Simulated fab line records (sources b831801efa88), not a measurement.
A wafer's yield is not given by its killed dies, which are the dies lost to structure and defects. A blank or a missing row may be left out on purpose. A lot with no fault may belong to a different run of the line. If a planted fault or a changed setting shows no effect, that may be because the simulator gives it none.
fab line records	flow sky130
record lots=6	wafers=18	last-day=50
route steps=708 shown VIA3@589 METAL4@598 PAD_OPEN@708
lots that met no fault: from a run of the same line without faults
start-h: hours from the record's first day to the start of the lot's first wafer shown	wait-h: hours since the lot's step before	" repeats the value in the row above	L1.1+2: a single row standing in for several wafers	- no value, or no start was given	* or withheld: withheld	< > ~ a bound
route shown NAME@n: names a module that has steps shown in the file, with the first one's number in the route	usual: mean/standard deviation taken from wafers without a fault	same: alike in all rows	chamber/n: place in a boat	sites: per-site readings	_std_site: the values' standard deviation	_edge_site: outer sites' mean less inner sites'	radius-mm: how far each site lies from the wafer's centre	mask NAME#n: copy n	behind: tool/chamber where the wafer was last shaped	hold: why the lot went on hold/how many hours it stayed there/how the hold came to an end	device: which transistor (n, p or np) failed to switch	end of line: at the end of the route, the tests of the same wafers	a step given without rows: its recipe and nothing more	killed: at the first sort, the dies lost to defects and structure; wafer yield is something else	map: shows each die of a wafer: x if killed, . if not, _ if none is there
set.NAME: the setting the step ran with; set.NAME@STEP: the setting that earlier step ran with	model.NAME: the simulator's own value behind a step, which no gauge read
lots at selected steps of the route; one table per step, one row per wafer
services: from which hour (start-h, from the record's first day; less than 0 if before it) a tool's chamber was out of use, for how many hours, and why
## steps
# step SKY_VIA3_STRIP_16
# recipe chemistry=O2/N2	power-w=1400	pressure-mtorr=1500	platen-temp-c=withheld	o2-flow-sccm=3000	n2-flow-sccm=300	overash-fraction=0.5
# usual chamber-pressure-mTorr=1499.9/1.5	drypump-motor-current-A=5.42/0.28	oes-product-au=0.401/0.0044	strip-time-to-endpoint-s=4.11/0.039
lot.wafer	tool	chamber	start-h	wait-h	chamber-pressure-mTorr	drypump-motor-current-A	oes-product-au	rf-hours-counter-h	strip-time-to-endpoint-s
L219.3	plasma-asher-04	0	930.77	0.1	1499.0	5.09	0.407	-	4.14
L219.4	"	1	"	"	1503.2	5.67	0.400	-	4.14
L219.5	"	0	"	"	1499.2	5.10	0.396	-	4.14
L221.2	plasma-asher-04	1	948.04	0.0	1499.8	5.61	0.402	116	4.19
L221.5	"	1	"	"	1501.4	5.61	0.405	-	4.18
L221.6	"	0	"	"	1498.6	5.08	0.407	-	4.13
L226.1	plasma-asher-02	0	979.08	0.0	1497.3	5.14	0.404	24	4.09
L226.5	"	1	"	"	1498.0	5.85	0.403	-	4.06
L226.6	"	0	"	"	1500.1	5.15	0.402	-	4.14
L239.1	plasma-asher-02	0	1069.69	0.0	1501.7	5.13	0.407	30	4.14
L239.2	"	1	"	"	1498.7	5.89	0.401	30	4.12
L239.5	"	1	"	"	1500.2	5.86	0.402	-	4.10
L240.1	plasma-asher-01	1	1079.18	0.0	1496.4	5.20	0.402	63	4.07
L240.4	"	0	"	"	1499.7	5.59	0.402	-	4.08
L240.5	"	0	"	"	1502.0	5.56	0.395	-	4.09
L242.3	plasma-asher-02	0	1083.46	0.1	1499.3	5.12	0.395	-	4.09
L242.4	"	1	"	"	1500.3	5.87	0.396	-	4.15
L242.5	"	0	"	"	1500.4	5.14	0.397	-	4.08
# step SKY_VIA3_STRIP_17
# recipe chemistry=post-etch-residue-remover	time-s=1200	temp-c=72.5
# step SKY_VIA3_CLEAN_18
# recipe chemistry=IPA	time-s=180	temp-c=25
# step SKY_VIA3_CLEAN_19
# recipe chemistry=O3/DIW	dry=n2-spin
# step SKY_VIA3_SPUTTER_20
# recipe material=TiN	target-thk-nm=20	chamber-pressure-pa=5	power-w=4000	time-s=80
# usual cathode-dc-power-W=4000.0/0.71	throttle-valve-pct=29.8/0.66
lot.wafer	tool	chamber	start-h	wait-h	cathode-dc-power-W	throttle-valve-pct
L219.3	pvd-sputter-02	-	931.37	0.0	3999.0	29.9
L219.4	"	-	"	"	4000.8	30.6
L219.5	"	-	"	"	4000.1	30.6
L221.2	pvd-sputter-02	-	948.64	0.0	3999.9	29.1
L221.5	"	-	"	"	4000.2	30.4
L221.6	"	-	"	"	3999.0	30.0
L226.1	pvd-sputter-03	-	979.71	0.0	4000.5	29.2
L226.5	"	-	"	"	4000.7	30.6
L226.6	"	-	"	"	3999.9	30.6
L239.1	pvd-sputter-04	-	1070.71	0.0	4000.5	29.3
L239.2	"	-	"	"	4000.4	29.6
L239.5	"	-	"	"	4001.6	29.3
L240.1	pvd-sputter-04	-	1080.17	0.0	3999.5	29.8
L240.4	"	-	"	"	3999.8	29.1
L240.5	"	-	"	"	3998.8	28.6
L242.3	pvd-sputter-02	-	1084.02	0.0	3999.8	29.1
L242.4	"	-	"	"	4000.5	30.1
L242.5	"	-	"	"	3999.1	30.2
# step SKY_VIA3_CVD_21
# recipe material=W	target-thk-nm=390	time-s=117.31	temp-c=400	pressure-torr=40
# step SKY_VIA3_RS_MEAS_22
# recipe thk-meas-gauge=four-point-probe	reads=W_of_VIA3_CVD_21+TiN_of_VIA3_SPUTTER_20
# usual VIA3_W_RS=0.293/0.0042
lot.wafer	tool	chamber	start-h	wait-h	VIA3_W_RS[ohm/sq]
L219.3	film-metro-03	-	931.59	0.1	0.300
L219.4	"	-	"	"	0.290
L219.5	"	-	"	"	0.293
L221.2	film-metro-01	-	948.85	0.1	0.289
L221.5	"	-	"	"	0.293
L221.6	"	-	"	"	0.288
L226.1	film-metro-03	-	979.89	0.1	0.300
L226.5	"	-	"	"	0.296
L226.6	"	-	"	"	0.297
L239.1	film-metro-03	-	1071.02	0.2	0.288
L239.2	"	-	"	"	0.288
L239.5	"	-	"	"	0.288
L240.1	film-metro-01	-	1080.36	0.1	0.292
L240.4	"	-	"	"	0.299
L240.5	"	-	"	"	0.297
L242.3	film-metro-04	-	1084.24	0.1	0.293
L242.4	"	-	"	"	0.298
L242.5	"	-	"	"	0.288
# step SKY_VIA3_THK_MEAS_23
# recipe thk-meas-gauge=xrf	reads=W_of_VIA3_CVD_21
# usual VIA3_W_THK=387/5.8
lot.wafer	tool	chamber	start-h	wait-h	VIA3_W_THK[nm]
L219.3	film-metro-03	-	931.69	0.1	375
L219.4	"	-	"	"	392
L219.5	"	-	"	"	388
L221.2	film-metro-01	-	948.96	0.1	392
L221.5	"	-	"	"	385
L221.6	"	-	"	"	394
L226.1	film-metro-03	-	980.01	0.1	377
L226.5	"	-	"	"	378
L226.6	"	-	"	"	378
L239.1	film-metro-03	-	1071.14	0.1	389
L239.2	"	-	"	"	391
L239.5	"	-	"	"	393
L240.1	film-metro-01	-	1080.48	0.1	391
L240.4	"	-	"	"	384
L240.5	"	-	"	"	386
L242.3	film-metro-04	-	1084.34	0.1	391
L242.4	"	-	"	"	386
L242.5	"	-	"	"	397
# step SKY_VIA3_CMP_24
# recipe stop-on=SiO2	t-overpolish-s=20	down-force-psi=3.5	platen-rpm=60	target-thk-nm=0	pad-velocity-m-s=0.94248
# step SKY_METAL4_SPUTTER_00
# recipe material=Ti	target-thk-nm=15	power-w=3041	time-s=10	chamber-pressure-pa=0.4
# usual cathode-dc-power-W=3041.0/0.55	throttle-valve-pct=29.6/0.66
lot.wafer	tool	chamber	start-h	wait-h	cathode-dc-power-W	throttle-valve-pct
L219.3	pvd-sputter-04	-	932.03	0.1	3041.0	28.4
L219.4	"	-	"	"	3041.1	28.7
L219.5	"	-	"	"	3041.5	29.3
L221.2	pvd-sputter-01	-	949.31	0.2	3041.1	31.0
L221.5	"	-	"	"	3041.5	29.5
L221.6	"	-	"	"	3041.2	31.0
L226.1	pvd-sputter-04	-	980.40	0.1	3041.7	29.6
L226.5	"	-	"	"	3041.1	28.6
L226.6	"	-	"	"	3040.6	29.5
L239.1	pvd-sputter-04	-	1071.57	0.2	3040.0	28.2
L239.2	"	-	"	"	3041.0	29.8
L239.5	"	-	"	"	3040.7	29.6
L240.1	pvd-sputter-04	-	1080.84	0.2	3040.8	29.6
L240.4	"	-	"	"	3041.7	29.1
L240.5	"	-	"	"	3042.2	28.5
L242.3	pvd-sputter-02	-	1084.68	0.1	3041.3	30.8
L242.4	"	-	"	"	3040.6	30.0
L242.5	"	-	"	"	3041.3	30.2
# step SKY_METAL4_SPUTTER_01
# recipe material=TiN	target-thk-nm=20	power-w=6500	time-s=16.7	chamber-pressure-pa=0.4
# usual cathode-dc-power-W=6500.1/1.1	throttle-valve-pct=29.6/0.7
lot.wafer	tool	chamber	start-h	wait-h	cathode-dc-power-W	throttle-valve-pct
L219.3	pvd-sputter-04	-	932.05	0.0	6499.4	28.6
L219.4	"	-	"	"	6500.7	28.4
L219.5	"	-	"	"	6499.7	29.6
L221.2	pvd-sputter-01	-	949.33	0.0	6498.9	31.1
L221.5	"	-	"	"	6499.8	29.5
L221.6	"	-	"	"	6501.6	31.3
L226.1	pvd-sputter-04	-	980.42	0.0	6500.7	29.3
L226.5	"	-	"	"	6499.3	28.5
L226.6	"	-	"	"	6499.9	29.6
L239.1	pvd-sputter-04	-	1071.59	0.0	6499.7	28.5
L239.2	"	-	"	"	6501.8	29.5
L239.5	"	-	"	"	6498.6	29.7
L240.1	pvd-sputter-04	-	1080.86	0.0	6500.5	29.6
L240.4	"	-	"	"	6500.0	29.3
L240.5	"	-	"	"	6498.3	28.6
L242.3	pvd-sputter-02	-	1084.70	0.0	6499.9	30.6
L242.4	"	-	"	"	6500.3	30.4
L242.5	"	-	"	"	6499.7	29.9
# step SKY_METAL4_SPUTTER_02
# recipe material=AlCu	target-thk-nm=735	power-w=10600	time-s=39.1	chamber-pressure-pa=0.4
# usual cathode-dc-power-W=10600/2	throttle-valve-pct=29.6/0.65
lot.wafer	tool	chamber	start-h	wait-h	cathode-dc-power-W	throttle-valve-pct
L219.3	pvd-sputter-04	-	932.08	0.0	10597	28.9
L219.4	"	-	"	"	10602	28.5
L219.5	"	-	"	"	10598	29.4
L221.2	pvd-sputter-01	-	949.35	0.0	10599	31.0
L221.5	"	-	"	"	10597	29.5
L221.6	"	-	"	"	10604	30.9
L226.1	pvd-sputter-04	-	980.44	0.0	10598	29.4
L226.5	"	-	"	"	10601	28.7
L226.6	"	-	"	"	10602	29.3
L239.1	pvd-sputter-04	-	1071.62	0.0	10603	28.4
L239.2	"	-	"	"	10599	29.7
L239.5	"	-	"	"	10601	29.5
L240.1	pvd-sputter-04	-	1080.88	0.0	10601	29.5
L240.4	"	-	"	"	10598	29.1
L240.5	"	-	"	"	10600	28.5
L242.3	pvd-sputter-02	-	1084.73	0.0	10599	30.3
L242.4	"	-	"	"	10599	30.0
L242.5	"	-	"	"	10601	30.3
# step SKY_METAL4_SPUTTER_03
# recipe material=Ti	target-thk-nm=5	power-w=3000	time-s=3.3	chamber-pressure-pa=0.4
# usual cathode-dc-power-W=2999.9/0.52	throttle-valve-pct=29.6/0.66
lot.wafer	tool	chamber	start-h	wait-h	cathode-dc-power-W	throttle-valve-pct	model.Ti_of_METAL4_SPUTTER_03.thk-nm
L219.3	pvd-sputter-04	-	932.12	0.0	2999.3	28.4	5.121
L219.4	"	-	"	"	2999.5	28.6	5.117
L219.5	"	-	"	"	3000.1	29.5	4.974
L221.2	pvd-sputter-01	-	949.39	0.0	3000.6	31.1	4.844
L221.5	"	-	"	"	2999.9	29.7	4.938
L221.6	"	-	"	"	2999.9	31.0	4.796
L226.1	pvd-sputter-04	-	980.48	0.0	3000.1	29.4	4.909
L226.5	"	-	"	"	2999.1	28.3	4.957
L226.6	"	-	"	"	3000.1	29.4	4.946
L239.1	pvd-sputter-04	-	1071.65	0.0	3207.9	28.6	5.345
L239.2	"	-	"	"	3208.0	29.8	5.228
L239.5	"	-	"	"	3209.3	29.7	5.3
L240.1	pvd-sputter-04	-	1080.92	0.0	3208.2	29.7	5.331
L240.4	"	-	"	"	3208.4	29.2	5.239
L240.5	"	-	"	"	3208.0	28.5	5.465
L242.3	pvd-sputter-02	-	1084.77	0.0	3000.2	30.6	5.038
L242.4	"	-	"	"	2999.3	30.2	4.98
L242.5	"	-	"	"	2999.8	30.0	5
# step SKY_METAL4_SPUTTER_04
# recipe material=TiN	target-thk-nm=70	power-w=6500	time-s=58.3	chamber-pressure-pa=0.4
# step SKY_PAD_OPEN_PROBE_99
# usual defect-limited-yield=82.3/2.1	killed_at_M0_to_M3=44/7.3	killed_at_M4_up=3.3/1.8	killed-at-contacts=24/5.3	killed-at-front-end=16/5	killed-at-other=0.2/0.51	killed-dies=87/10	killed-open=47/7.5	killed-short=40/6.3	sort_bin_3_pad_short=0.9/0.41	sort_bin_5_function=10.5/1.6	sort_bin_6_memory=6.3/1.2	sort-n-pass=405/10	sort-yield-pct=82.3/2.1
# same gross-dies=492	killed-at-back-side=0	sort_bin_4_leakage[%]=0	sort_bin_8_speed[%]=0
lot.wafer	tool	chamber	start-h	wait-h	defect-limited-yield[%]	killed_at_M0_to_M3	killed_at_M4_up	killed-at-contacts	killed-at-front-end	killed-at-other	killed-dies	killed-open	killed-short	sort_bin_3_pad_short[%]	sort_bin_5_function[%]	sort_bin_6_memory[%]	sort-n-pass	sort-yield-pct[%]
L242.3	prober-01	-	1202.85	0.2	79.5	53	9	21	18	0	101	55	46	1.4	11.8	7.3	391	79.5
L242.4	prober-01	-	1202.90	0.2	80.9	43	1	37	13	0	94	57	37	1.2	10.6	7.3	398	80.9
L242.5	prober-01	-	1202.95	0.2	81.5	51	2	18	19	1	91	47	44	0.4	10.8	7.3	401	81.5
# killed by level:class
L242.3 METAL1:geometric-particle:short=11 VIA1:geometric-particle:open=10 CONTACT:geometric-particle:open=8 VIA3:geometric-particle:open=8 LI_CONTACT:geometric-particle:open=7 FIELD_ISO:geometric-particle:short=6 VIA1:geometric-particle:short=6 VIA2:geometric-particle:open=6
L242.4 CONTACT:geometric-particle:open=20 METAL1:geometric-particle:short=13 VIA2:geometric-particle:open=9 VIA1:geometric-particle:open=7 LI_CONTACT:geometric-particle:open=6 FIELD_ISO:geometric-particle:open=5 LOCAL_INTERCONNECT:geometric-particle:short=5 CONTACT:geometric-particle:short=5
L242.5 METAL1:geometric-particle:short=12 CONTACT:geometric-particle:open=10 VIA3:geometric-particle:open=8 VIA1:geometric-particle:open=7 FIELD_ISO:geometric-particle:short=6 FIELD_ISO:geometric-particle:open=5 POLY_GATE:geometric-particle:short=5 VIA2:geometric-particle:open=5
## services
tool	chamber	start-h	hours	kind
pvd-sputter-03	-	907.85	36.5	repair
pvd-sputter-04	0	916.84	-	consumable-replace:kit
pvd-sputter-04	0	916.84	18.0	scheduled-down
pvd-sputter-04	0	916.84	18.0	vent-cycle
pvd-sputter-01	1	933.69	-	consumable-replace:kit
pvd-sputter-01	1	933.69	18.0	scheduled-down
pvd-sputter-01	1	933.69	18.0	vent-cycle
plasma-asher-01	-	934.33	1.2	repair
plasma-asher-01	-	935.68	1.6	repair
pvd-sputter-03	2	950.96	-	consumable-replace:kit
pvd-sputter-03	2	950.96	18.0	scheduled-down
pvd-sputter-03	2	950.96	18.0	vent-cycle
plasma-asher-01	-	993.15	2.8	pm
pvd-sputter-01	-	996.94	1.3	repair
plasma-asher-02	-	1035.97	26.9	repair
pvd-sputter-02	3	1048.96	-	consumable-replace:kit
pvd-sputter-02	3	1048.96	18.0	scheduled-down
pvd-sputter-02	3	1048.96	18.0	vent-cycle
plasma-asher-04	-	1055.25	9.0	pm
plasma-asher-04	0	1055.25	9.0	vent-cycle
plasma-asher-04	1	1055.25	9.0	vent-cycle
plasma-asher-02	-	1064.06	1.7	repair
plasma-asher-04	0	1064.25	-	clean
plasma-asher-04	1	1064.25	-	clean
## key
first-sign step=SKY_METAL4_SPUTTER_03	reading=cathode-dc-power-W	direction=up	sigmas=99+	usual=2999.9	struck=3208.3
effect none on later readings
model-effect step=SKY_METAL4_SPUTTER_03	value=Ti_of_METAL4_SPUTTER_03.thk-nm	without=4.971	struck=5.318
met-at SKY_METAL4_SPUTTER_03
struck-wafers L239.1,L239.2,L239.5,L240.1,L240.4,L240.5
onset-between 980.48 1071.65
fault kind=process-parameter-drift	tool=pvd-sputter-04	chamber=-	onset-h=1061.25	steps=SKY_METAL4_SPUTTER_03	channel=power-w	offset=*	shape=step	end-h=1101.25	acts-in=*	stated=*
